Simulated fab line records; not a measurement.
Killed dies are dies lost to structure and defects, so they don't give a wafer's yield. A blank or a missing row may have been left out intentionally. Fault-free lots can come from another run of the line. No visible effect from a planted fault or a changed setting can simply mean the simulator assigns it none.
Comparing a struck lot with a sound one || flow sky130 || 21 out of 708 route steps
Sound: these wafers, L151.1, L151.3, L151.5. Struck: wafers L144.1, L144.2, L144.4. Last of all comes the cause.
Per side, at each step with rows, come the tool, then ch with its chambers, and then its first start. Under that, the readings that differ: sound wafers || struck wafers || difference of the means || sigmas: that difference in standard deviations of wafers without a fault.
alike: same words and numbers on both sides, and readings whose means sit less than 2 such deviations apart. not compared: any withheld reading, any reading some wafer has no value for, any bound like >300 that may hide the same value, and any number with overlapping values for which the record gives no deviation.
Wherever a step has rows on one side only, a row that says differs or no value, or a row with sigmas, the two part there. Non-overlapping numbers with no deviation appear without sigmas and do not part them. A reading missing from all wafers of one side parts the sides only when that side holds two or more wafers.

first, 6 steps without rows for these wafers: SKY_LI_CONTACT_COAT_06 (resist thk 60 nm); SKY_LI_CONTACT_COAT_07 (resist thk 450 nm); SKY_LI_CONTACT_SOFTBAKE_08 (time 90 s); SKY_LI_CONTACT_EXPOSE_09 (exposes mask LICM1, target cd 170 nm); SKY_LI_CONTACT_PEB_10; SKY_LI_CONTACT_DEVELOP_11 (develop time 60 s).
SKY_LI_CONTACT_CD_MEAS_12: the cd target is 170 nm.
  sound on cd_sem-01, day 34 00:43; struck on cd_sem-02, day 31 21:18
  alike: cd_nm
SKY_LI_CONTACT_OVL_MEAS_13:
  sound on overlay-02, day 34 00:50; struck on overlay-02, day 31 21:25
  alike: LI_CONTACT_OVL
SKY_LI_CONTACT_ETCH_14: etches BARC in N2/H2, stops on SiO2, time 45.9 s, target depth 60 nm.
  sound on rie_diel-01 ch 0,1, day 34 00:52; struck on rie_diel-03 ch 0,1,2, day 31 21:27
  alike: drypump_motor_current_A, n2_flow_sccm, oes_product_au, throttle_valve_pct
  not compared: rf_hours_counter_h
then, 1 step without rows for these wafers: SKY_LI_CONTACT_ETCH_15 (etches PSG in C4F8/O2/Ar, stops on Si, target depth 600 nm).
SKY_LI_CONTACT_STRIP_16: strips in O2/N2.
  sound on plasma_asher-03 ch 0,1, day 34 00:59; struck on plasma_asher-02 ch 0,1, day 31 21:35
  alike: drypump_motor_current_A, n2_flow_sccm, oes_product_au, strip_time_to_endpoint_s
  not compared: rf_hours_counter_h
then, 1 step without rows for these wafers: SKY_LI_CONTACT_CLEAN_17 (cleans in NMP, time 600 s).
SKY_LI_CONTACT_PRE_CLEAN_18: time 5.6 s.
  sound on pvd_sputter-02, day 34 01:17; struck on pvd_sputter-04, day 31 21:52
{"reading": "model.PSG_of_LI_CONTACT_HDPCVD_00.thk_nm (nm)", "sound": "591.3 594.1 591", "struck": "594.7 595.2 598.3", "difference": "+3.9", "sigmas": ""}
then, 1 step without rows for these wafers: SKY_LI_CONTACT_SPUTTER_19 (material Ti, target thk 20 nm, time 106.37 s).
SKY_LI_CONTACT_SPUTTER_20: material TiN, target thk 20 nm, time 80 s.
  sound on pvd_sputter-02, day 34 01:23; struck on pvd_sputter-04, day 31 21:57
  alike: chamber_pressure_pa, throttle_valve_pct
SKY_LI_CONTACT_CVD_21: deposits W, target thk 400 nm, time 120.56 s.
  sound on cvd_w-01 ch 0,1, day 34 01:26; struck on cvd_w-02 ch 0,1, day 31 22:01
  alike: chamber_pressure_Torr, heater_power_outer_w, heater_power_w
SKY_LI_CONTACT_RS_MEAS_22: a four-point-probe measurement.
  sound on film_metro-03, day 34 01:34; struck on film_metro-01, day 31 22:08
  alike: LI_CONTACT_W_RS
SKY_LI_CONTACT_THK_MEAS_23: measures by xrf.
  sound on film_metro-03, day 34 01:41; struck on film_metro-01, day 31 22:16
{"reading": "LI_CONTACT_W_THK (nm)", "sound": "384 382 381", "struck": "390 409 409", "difference": "+20", "sigmas": "+2"}
SKY_LI_CONTACT_CMP_24: polishes, stops on PSG, t overpolish 20 s, target thk 0 nm.
  sound on cmp-01 ch 1,2,3, day 34 01:47; struck on cmp-01 ch 0,1,3, day 31 22:19
{"reading": "model.PSG_of_LI_CONTACT_HDPCVD_00.thk_nm (nm)", "sound": "586.9 589.7 586.6", "struck": "590.3 590.8 593.9", "difference": "+3.9", "sigmas": ""}
  alike: motor_current_A, overpolish_run_s, time_to_endpoint_s
SKY_LOCAL_INTERCONNECT_SPUTTER_00: material TiN, target thk 100 nm, time 83.3 s.
  sound on pvd_sputter-02, day 34 02:02; struck on pvd_sputter-03, day 31 22:37
  alike: chamber_pressure_pa, throttle_valve_pct
-- here the record skips 16 days between the struck wafers' starts before and after, leaving off in module LOCAL_INTERCONNECT and picking up in module PAD_OPEN (first step shown: number 708 of the route) --
SKY_PAD_OPEN_PROBE_99:
  sound on prober-02, day 49 09:49; struck on prober-01, day 47 22:23
{"reading": "model.etest.licon_ndiff.rc_ohm", "sound": "179.2 185.4 179.2", "struck": "243.5 237.8 240.7", "difference": "+59.4", "sigmas": ""}
{"reading": "model.etest.sonos_uncharged.r_on_ohm_um", "sound": "821.6 809.2 833.9", "struck": "861.5 864.5 861.1", "difference": "+40.8", "sigmas": ""}
{"reading": "model.etest.licon_pdiff.rc_ohm", "sound": "582.2 601.4 581.5", "struck": "626.4 624.5 614.3", "difference": "+33.4", "sigmas": ""}
{"reading": "model.etest.licon_poly.rc_ohm", "sound": "147.7 157.2 143.2", "struck": "177.9 184.2 170.7", "difference": "+28.2", "sigmas": ""}
{"reading": "model.etest.licon_high_po.rc_ohm", "sound": "335.4 359.9 342.4", "struck": "378.2 375.6 369.1", "difference": "+28.4", "sigmas": ""}
  alike: killed_at_M0_to_M3, killed_at_M4_up, killed_at_contacts, killed_at_front_end, killed_at_other, killed_dies, killed_open, killed_short
  not compared: model.etest.nfet_g5v0d10v5.r_on_ohm_um, model.etest.nfet_01v8.r_on_ohm_um

WHERE THEY PART
Only at SKY_LI_CONTACT_THK_MEAS_23, as far as this record shows. Later steps at which nothing parts them and some readings are alike: SKY_LI_CONTACT_CMP_24, SKY_LOCAL_INTERCONNECT_SPUTTER_00, SKY_PAD_OPEN_PROBE_99.

WHY: what the simulator had put in
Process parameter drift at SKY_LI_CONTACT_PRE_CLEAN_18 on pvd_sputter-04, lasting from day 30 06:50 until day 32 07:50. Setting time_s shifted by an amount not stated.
